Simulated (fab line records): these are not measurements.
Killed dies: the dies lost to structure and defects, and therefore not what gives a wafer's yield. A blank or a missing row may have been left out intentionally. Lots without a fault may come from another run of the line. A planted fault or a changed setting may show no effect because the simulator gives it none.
Matching of chambers | flow sky130 | 4 sister chambers for SKY_VIA2_CMP_02 on cmp-01
The step polishes SiO2. 4 wafers are shown with their chamber, then 12 later ones without.

WAFERS WITH THEIR CHAMBER
wafer  | chamber | motor_current_A (A)
L088.6 | 1       | 10.7
L088.2 | 2       | 13.3
L088.3 | 0       | 10.9
L088.4 | 3       | 14.8

WAFERS WHOSE CHAMBER IS MISSING
wafer  | motor_current_A (A)
L090.1 | 14.7
L090.2 | 10.9
L090.3 | 10.6
L090.4 | 14.4
L090.5 | 14.0
L090.6 | 10.9
L092.4 | 13.5
L092.5 | 13.6
L092.6 | 11.2
L089.2 | 11.1
L089.4 | 11.6
L089.5 | 13.7

WHICH CHAMBER EACH WENT THROUGH
wafer  | from the rows above     | in truth
L090.1 | 3                       | 3
L090.2 | can't be placed: 0 or 1 | 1
L090.3 | can't be placed: 1 or 0 | 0
L090.4 | can't be placed: 3 or 2 | 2
L090.5 | can't be placed: 2 or 3 | 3
L090.6 | can't be placed: 0 or 1 | 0
L092.4 | 2                       | 2
L092.5 | 2                       | 2
L092.6 | can't be placed: 0 or 1 | 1
L089.2 | can't be placed: 0 or 1 | 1
L089.4 | can't be placed: 0 or 1 | 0
L089.5 | can't be placed: 2 or 3 | 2
3 of 12 placed correctly. Not placeable from these rows: 9 (in 9, the candidates include the true chamber). 0 placed wrongly.
How it was worked out, from the rows above alone: a wafer's distance from a chamber is the root of the sum, over the readings, of the square of ((its reading less the chamber's mean) divided by the reading's scatter). The wafer belongs to the nearest chamber; if the next one is less than 2 further off, it can't be placed. Each chamber's mean is taken over the wafers shown for it. The scatter: root of mean squared gap, hidden wafer to nearest shown wafer, with one shown wafer a chamber.
